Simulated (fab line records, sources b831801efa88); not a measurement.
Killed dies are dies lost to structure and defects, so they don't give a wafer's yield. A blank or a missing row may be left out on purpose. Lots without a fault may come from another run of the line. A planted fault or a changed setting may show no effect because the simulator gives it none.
Split-lot experiment | flow sky130 | 5 lots, 23 wafers read, on a route of 708 steps

THE SPLIT
At SKY_LDD_HVN_IMPLANT_08, the setting energy_kev was moved away from the recipe's 60 on 11 of the 23 wafers read, by -3.5% to +4.1%. The other wafers ran this setting at the recipe's value.

FROM THE SPLIT TO THE READING: what the file shows between them, 1 step
- SKY_LDD_HVN_STRIP_09: strips in O2/N2

THE READING
LDD_HVN_TW, at SKY_LDD_HVN_TW_MEAS_10. Fault-free wafers of this fab line usually give 1435, standard deviation 5.7.

wafer  | tool, chamber at the split | energy_kev as run | against the recipe | LDD_HVN_TW | against lot-mates on the recipe
L074.1 | implanter-02, 0            | 61.84             | +3.1%              | 1432       | +3
L074.2 | implanter-02, 0            | 60                | recipe             | 1428       | -
L074.3 | implanter-02, 0            | 60                | recipe             | 1430       | -
L074.4 | implanter-02, 0            | 61.84             | +3.1%              | 1439       | +10
L074.5 | implanter-02, 0            | 61.84             | +3.1%              | 1440       | +11
L075.1 | implanter-02, 0            | 57.9              | -3.5%              | 1413       | -22
L075.2 | implanter-02, 0            | 60                | recipe             | 1439       | -
L075.3 | implanter-02, 0            | 57.9              | -3.5%              | 1417       | -18
L075.4 | implanter-02, 0            | 60                | recipe             | 1432       | -
L075.5 | implanter-02, 0            | 60                | recipe             | 1435       | -
L077.1 | implanter-03, 0            | 62.44             | +4.1%              | 1448       | +15
L077.2 | implanter-03, 0            | 60                | recipe             | 1429       | -
L077.3 | implanter-03, 0            | 60                | recipe             | 1437       | -
L077.5 | implanter-03, 0            | 62.44             | +4.1%              | 1455       | +22
L077.6 | implanter-03, 0            | 62.44             | +4.1%              | 1456       | +23
L078.3 | implanter-03, 0            | 60                | recipe             | 1431       | -
L078.4 | implanter-03, 0            | 60                | recipe             | 1433       | -
L078.5 | implanter-03, 0            | 60                | recipe             | 1425       | -
L080.1 | implanter-02, 0            | 57.93             | -3.4%              | 1427       | -9
L080.2 | implanter-02, 0            | 57.93             | -3.4%              | 1428       | -8
L080.3 | implanter-02, 0            | 57.93             | -3.4%              | 1421       | -15
L080.4 | implanter-02, 0            | 60                | recipe             | 1434       | -
L080.5 | implanter-02, 0            | 60                | recipe             | 1438       | -

THE FIT
A straight line over all 23 wafers: LDD_HVN_TW changes by +3.53 for each +1% of energy_kev; r = +0.85; the points scatter about the line by 5.7.
The same after taking each lot's own level away (the mean of its wafers on the recipe; 23 wafers): +4.14 for each +1%; r = +0.92; scatter 4.5.
On that fit, the largest move of energy_kev shifts the reading by 17.
The lots' own levels span 1429.0 to 1436.0, that is 1.2 times the standard deviation above.
So the lot-to-lot level changes the slope: the two fits differ.
Check: with one of the wafers moved furthest among these (+4.1%) left out of the fit, the line predicts +16.9 for it against its lot-mates. It came out at +15 against them.

OTHER SPLITS ON THESE WAFERS
These wafers also went through other splits before the reading. Each is held against what the fit with the lots' levels taken away leaves over:
other split on the same wafers      | wafers away from the commonest value | r with LDD_HVN_TW (lot level and that fit taken away)
SKY_POLY_GATE_CVD_03 pressure_mtorr | 18                                   | -0.33
SKY_POLY_GATE_COAT_08 resist_thk_nm | 7                                    | -0.25
SKY_POLY_GATE_ETCH_16 source_w      | 7                                    | -0.27
SKY_LDD_P_COAT_02 spin_rpm          | 5                                    | -0.30
SKY_LDD_P_DEVELOP_06 dev_temp_c     | 5                                    | -0.28

THE WHOLE CHAIN: every reading that the file lists as answering this split, in the file's order
step                   | what it does | reading                                                         | change (the file's fit)               | r (the file's)
SKY_LDD_HVN_IMPLANT_08 |              | implant.rp_nm (the simulator's own value, which no gauge read)  | +0.582 nm for each +1% of the setting | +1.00
SKY_LDD_HVN_IMPLANT_08 |              | implant.drp_nm (the simulator's own value, which no gauge read) | +0.243 nm for each +1% of the setting | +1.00
SKY_LDD_HVN_TW_MEAS_10 |              | LDD_HVN_TW                                                      | +4.3 for each +1% of the setting      | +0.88

THE FILE'S OWN FIT
LDD_HVN_TW changes by +4.3 for each +1% of energy_kev, r = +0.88.
